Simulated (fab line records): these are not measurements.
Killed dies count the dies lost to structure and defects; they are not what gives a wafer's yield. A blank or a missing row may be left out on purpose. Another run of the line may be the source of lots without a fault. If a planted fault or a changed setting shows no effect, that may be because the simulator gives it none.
Check for tools in common / flow gf180mcu / Sample size 12 lots and 36 wafers

WHAT PROMPTED THE OPENING
On 2 of the 12 lots, a flag is raised at GF_V3_CD_MEAS_14 on the reading cd-nm. No-fault wafers: 260.0 nm, standard deviation 1.
Rule: a lot is flagged in two cases, either no wafer of it has a number, or all its wafers with numbers fall more than 4 standard deviations from that mean. All remaining lots are regarded as sound.

lot=L506; measured=day 22 18:52; on=cd-sem-02; cd-nm (nm), wafer by wafer=259.8 259.8 259.9; flag=
lot=L508; measured=day 23 11:41; on=cd-sem-02; cd-nm (nm), wafer by wafer=260.6 261.1 260.5; flag=
lot=L509; measured=day 24 07:30; on=cd-sem-02; cd-nm (nm), wafer by wafer=257.6 258.0 257.2; flag=
lot=L511; measured=day 25 04:37; on=cd-sem-01; cd-nm (nm), wafer by wafer=275.1 274.5 274.6; flag=FLAGGED
lot=L512; measured=day 25 08:28; on=cd-sem-01; cd-nm (nm), wafer by wafer=274.9 275.2 273.8; flag=FLAGGED
lot=L520; measured=day 27 23:17; on=cd-sem-02; cd-nm (nm), wafer by wafer=259.8 259.0 258.6; flag=
lot=L522; measured=day 28 04:53; on=cd-sem-02; cd-nm (nm), wafer by wafer=259.7 259.0 258.5; flag=
lot=L523; measured=day 28 11:01; on=cd-sem-02; cd-nm (nm), wafer by wafer=258.9 259.9 259.8; flag=
lot=L524; measured=day 28 18:41; on=cd-sem-01; cd-nm (nm), wafer by wafer=260.3 259.7 260.5; flag=
lot=L526; measured=day 29 04:37; on=cd-sem-01; cd-nm (nm), wafer by wafer=260.5 261.8 260.2; flag=
lot=L527; measured=day 29 09:19; on=cd-sem-01; cd-nm (nm), wafer by wafer=261.8 260.3 262.0; flag=
lot=L528; measured=day 29 14:51; on=cd-sem-01; cd-nm (nm), wafer by wafer=259.3 259.5 259.3; flag=
Average over the flagged lots: 274.7 nm; offset from the usual +14.7 nm, equal to +15 standard deviations.

WHICH TOOL EACH LOT WENT THROUGH
Before the reading, the record contains 2 process steps out of a 602-step route. Every cell lists first the tool, next ch and the chambers used by the sampled wafers, and last the start.
lot=L506; flag=; GF_M3_METAL_ETCH_16=rie-metal-03 ch 0,1, day 21 17:54; GF_V3_SOFTBAKE_10=litho-track-04 ch 0, day 22 07:00
lot=L508; flag=; GF_M3_METAL_ETCH_16=rie-metal-04 ch 0,1, day 22 11:20; GF_V3_SOFTBAKE_10=litho-track-02 ch 0, day 23 00:00
lot=L509; flag=; GF_M3_METAL_ETCH_16=rie-metal-01 ch 0,1, day 23 07:38; GF_V3_SOFTBAKE_10=litho-track-01 ch 0, day 23 20:00
lot=L511; flag=FLAGGED; GF_M3_METAL_ETCH_16=rie-metal-01 ch 0,1, day 24 04:32; GF_V3_SOFTBAKE_10=litho-track-02 ch 0, day 24 17:00
lot=L512; flag=FLAGGED; GF_M3_METAL_ETCH_16=rie-metal-03 ch 0, day 24 10:11; GF_V3_SOFTBAKE_10=litho-track-02 ch 0, day 24 21:00
lot=L520; flag=; GF_M3_METAL_ETCH_16=rie-metal-01 ch 0,1, day 27 01:56; GF_V3_SOFTBAKE_10=litho-track-01 ch 0, day 27 13:00
lot=L522; flag=; GF_M3_METAL_ETCH_16=rie-metal-01 ch 0,1, day 27 06:59; GF_V3_SOFTBAKE_10=litho-track-01 ch 0, day 27 18:00
lot=L523; flag=; GF_M3_METAL_ETCH_16=rie-metal-03 ch 0,1, day 27 14:16; GF_V3_SOFTBAKE_10=litho-track-04 ch 0, day 28 01:00
lot=L524; flag=; GF_M3_METAL_ETCH_16=rie-metal-04 ch 0,1, day 27 22:48; GF_V3_SOFTBAKE_10=litho-track-04 ch 0, day 28 09:00
lot=L526; flag=; GF_M3_METAL_ETCH_16=rie-metal-01 ch 1, day 28 07:55; GF_V3_SOFTBAKE_10=litho-track-02 ch 0, day 28 19:00
lot=L527; flag=; GF_M3_METAL_ETCH_16=rie-metal-03 ch 0,1, day 28 13:19; GF_V3_SOFTBAKE_10=litho-track-01 ch 0, day 29 00:00
lot=L528; flag=; GF_M3_METAL_ETCH_16=rie-metal-03 ch 0,1, day 28 18:26; GF_V3_SOFTBAKE_10=litho-track-02 ch 0, day 29 05:00
What these steps do:
- GF_M3_METAL_ETCH_16: etches the open film in Cl2/BCl3, stops on SiO2, target depth 627.5 nm, time 104.6 s.
- GF_V3_SOFTBAKE_10: time 60 s.
- GF_V3_CD_MEAS_14: target cd 260 nm.

FLAGGED AGAINST TOTAL, ONE TOOL AT A TIME (gauges that did the reading follow at the end)
step=GF_M3_METAL_ETCH_16; tool=rie-metal-01; lots run=5; flagged=1; share of the flagged lots=some; sound lots run after its first flagged lot=3 (L520,L522,L526)
step=GF_M3_METAL_ETCH_16; tool=rie-metal-03; lots run=5; flagged=1; share of the flagged lots=some; sound lots run after its first flagged lot=3 (L523,L527,L528)
step=GF_M3_METAL_ETCH_16; tool=rie-metal-04; lots run=2; flagged=0; share of the flagged lots=none; sound lots run after its first flagged lot=-
step=GF_V3_SOFTBAKE_10; tool=litho-track-01; lots run=4; flagged=0; share of the flagged lots=none; sound lots run after its first flagged lot=-
step=GF_V3_SOFTBAKE_10; tool=litho-track-02; lots run=5; flagged=2; share of the flagged lots=all; sound lots run after its first flagged lot=2 (L526,L528)
step=GF_V3_SOFTBAKE_10; tool=litho-track-04; lots run=3; flagged=0; share of the flagged lots=none; sound lots run after its first flagged lot=-
step=GF_V3_CD_MEAS_14; tool=cd-sem-01; lots run=6; flagged=2; share of the flagged lots=all; sound lots run after its first flagged lot=4 (L524,L526,L527,L528)
step=GF_V3_CD_MEAS_14; tool=cd-sem-02; lots run=6; flagged=0; share of the flagged lots=none; sound lots run after its first flagged lot=-

WHAT THE TABLE ALLOWS
litho-track-02 at GF_V3_SOFTBAKE_10 and cd-sem-01 at GF_V3_CD_MEAS_14 are the 2 rows of the table that ran each flagged lot.
- litho-track-02 at GF_V3_SOFTBAKE_10: 2 of its 5 lots flagged. Lots that were sound ran on it after the first flagged one (L526, L528); a persistent fault on the entire tool would not allow that. Its own readings lie more than 4 standard deviations out on every wafer of the flagged lots: heater-power-total-W, plate-temp-C.
- cd-sem-01 at GF_V3_CD_MEAS_14: 2 of its 6 lots flagged. Lots that were sound ran on it after the first flagged one (L524, L526, L527, L528); a persistent fault on the entire tool would not allow that.
Every row of the table either missed a flagged lot or ran a sound lot after the first.

WHAT THE SIMULATOR HAD INSERTED
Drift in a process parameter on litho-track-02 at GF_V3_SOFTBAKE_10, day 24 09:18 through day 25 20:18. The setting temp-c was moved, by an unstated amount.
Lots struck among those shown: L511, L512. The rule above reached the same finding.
